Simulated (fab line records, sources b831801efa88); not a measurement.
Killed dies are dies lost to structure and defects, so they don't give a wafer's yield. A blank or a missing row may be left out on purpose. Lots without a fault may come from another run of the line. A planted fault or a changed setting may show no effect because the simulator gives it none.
Which tool did it? | flow sky130 | 13 lots, 39 wafers sampled, at 4 steps of a route of 708

WHAT THE GAUGES READ, wafer by wafer
SKY_VIA3_RS_MEAS_22: measures by four-point-probe.
lot  | measured     | on            | VIA3_W_RS (ohm/sq)
L163 | day 39 19:20 | film_metro-01 | 0.2885 0.2943 0.2936
L165 | day 40 05:27 | film_metro-02 | 0.2998 0.2951 0.2962
L166 | day 40 11:14 | film_metro-03 | 0.2964 0.2919 0.2920
L167 | day 41 02:46 | film_metro-01 | 0.3005 0.2958 0.2981
L168 | day 41 05:11 | film_metro-01 | 0.2991 0.2933 0.2926
L170 | day 41 11:05 | film_metro-01 | 0.2945 0.2933 0.2971
L172 | day 42 09:01 | film_metro-03 | 0.2996 0.3025 0.3004
L173 | day 42 13:37 | film_metro-01 | 0.2961 0.2980 0.3007
L177 | day 43 20:16 | film_metro-02 | 0.2936 0.2919 0.2939
L178 | day 44 15:54 | film_metro-03 | 0.2913 0.2965 0.2968
L185 | day 45 20:09 | film_metro-03 | 0.2956 0.2961 0.2917
L184 | day 45 20:20 | film_metro-02 | 0.2915 0.3000 0.2922
L186 | day 46 00:01 | film_metro-03 | 0.2951 0.2926 0.2932

SKY_CAP2M_THK_MEAS_01.
lot  | measured     | on            | CAP2M_CVD_00_THK (nm)
L163 | day 39 20:00 | film_metro-04 | 15.55 15.94 15.62
L165 | day 40 06:06 | film_metro-02 | 15.19 15.47 15.21
L166 | day 40 11:52 | film_metro-02 | 15.56 15.51 15.99
L167 | day 41 03:25 | film_metro-02 | 15.67 15.66 15.45
L168 | day 41 05:49 | film_metro-02 | 15.37 15.30 15.55
L170 | day 41 11:43 | film_metro-02 | 15.76 15.60 16.12
L172 | day 42 09:40 | film_metro-03 | 15.08 15.16 15.21
L173 | day 42 14:16 | film_metro-02 | 15.16 15.48 15.49
L177 | day 43 20:55 | film_metro-04 | 15.45 15.59 15.63
L178 | day 44 16:33 | film_metro-04 | 15.13 15.27 15.77
L185 | day 45 20:47 | film_metro-02 | 15.36 15.58 15.57
L184 | day 45 21:14 | film_metro-03 | 15.44 15.43 15.62
L186 | day 46 00:41 | film_metro-03 | 15.19 15.55 15.75

SKY_CAP2M_THK_MEAS_04: measures by xrf.
lot  | measured     | on            | CAP2M_TIN_THK (nm)
L163 | day 39 20:17 | film_metro-03 | 200.7 201.4 199.3
L165 | day 40 06:23 | film_metro-04 | 200.9 201.5 201.6
L166 | day 40 12:10 | film_metro-02 | 195.2 192.6 199.0
L167 | day 41 03:42 | film_metro-03 | 200.9 201.6 200.6
L168 | day 41 06:07 | film_metro-04 | 200.3 198.8 198.7
L170 | day 41 12:01 | film_metro-04 | 198.2 202.1 202.3
L172 | day 42 09:58 | film_metro-02 | 198.0 196.7 199.4
L173 | day 42 14:33 | film_metro-04 | 199.9 197.4 198.5
L177 | day 43 21:13 | film_metro-04 | 200.3 198.4 197.3
L178 | day 44 16:50 | film_metro-03 | 202.1 203.3 201.0
L185 | day 45 21:04 | film_metro-04 | 198.6 201.0 199.7
L184 | day 45 21:31 | film_metro-03 | 204.6 205.6 203.9
L186 | day 46 00:58 | film_metro-02 | 196.9 194.4 194.0

WHICH TOOL RAN EACH LOT (tool, then ch and the chambers of the sampled wafers, then the start)
lot  | SKY_METAL2_STRIP_21
L163 | wet_bench-02 ch 3, day 35 08:23
L165 | wet_bench-02 ch 3, day 35 16:39
L166 | wet_bench-03 ch 0, day 35 22:01
L167 | wet_bench-02 ch 1, day 36 17:07
L168 | wet_bench-02 ch 0, day 36 17:50
L170 | wet_bench-02 ch 1, day 37 01:26
L172 | wet_bench-01 ch 2, day 38 02:10
L173 | wet_bench-01 ch 3, day 38 05:13
L177 | wet_bench-03 ch 0, day 39 14:05
L178 | wet_bench-02 ch 0, day 40 12:23
L185 | wet_bench-02 ch 1, day 41 19:57
L184 | wet_bench-01 ch 2, day 41 20:13
L186 | wet_bench-02 ch 2, day 42 00:37
- SKY_METAL2_STRIP_21: strips in post etch residue remover, time 1200 s.

WHAT THE TOOLS THEMSELVES READ (means of the sampled wafers that have a number; where no wafer has one, the mark that the record gives instead)
The record holds no such reading with a usual standard deviation.

THE ANSWER, worked out from the rows above alone
Rule: what is usual is taken from the lots themselves. Put in order of their means at a reading, lots are off if they are a third of the lots or fewer, leave a main group of 4 or more, and stand apart from it by a gap of 3 or more times the standard deviation of the main group's means; of several such gaps the widest counts. A main group whose means are all the same, to the digits that the tables above print for the reading, isn't used. A lot without any number at a reading at which 4 lots or more have one is off too. The other lots that the step has rows for count as sound. The gauges are gone through in route order, then the tools' own readings, and for those a lot's mean is taken as printed above. The first step at which some lot is off is used, and at that step the reading that is off furthest; a lot without a number counts as furthest.
No lot is off at any reading shown: from this, nothing can be told.

WHAT THE SIMULATOR HAD PUT IN
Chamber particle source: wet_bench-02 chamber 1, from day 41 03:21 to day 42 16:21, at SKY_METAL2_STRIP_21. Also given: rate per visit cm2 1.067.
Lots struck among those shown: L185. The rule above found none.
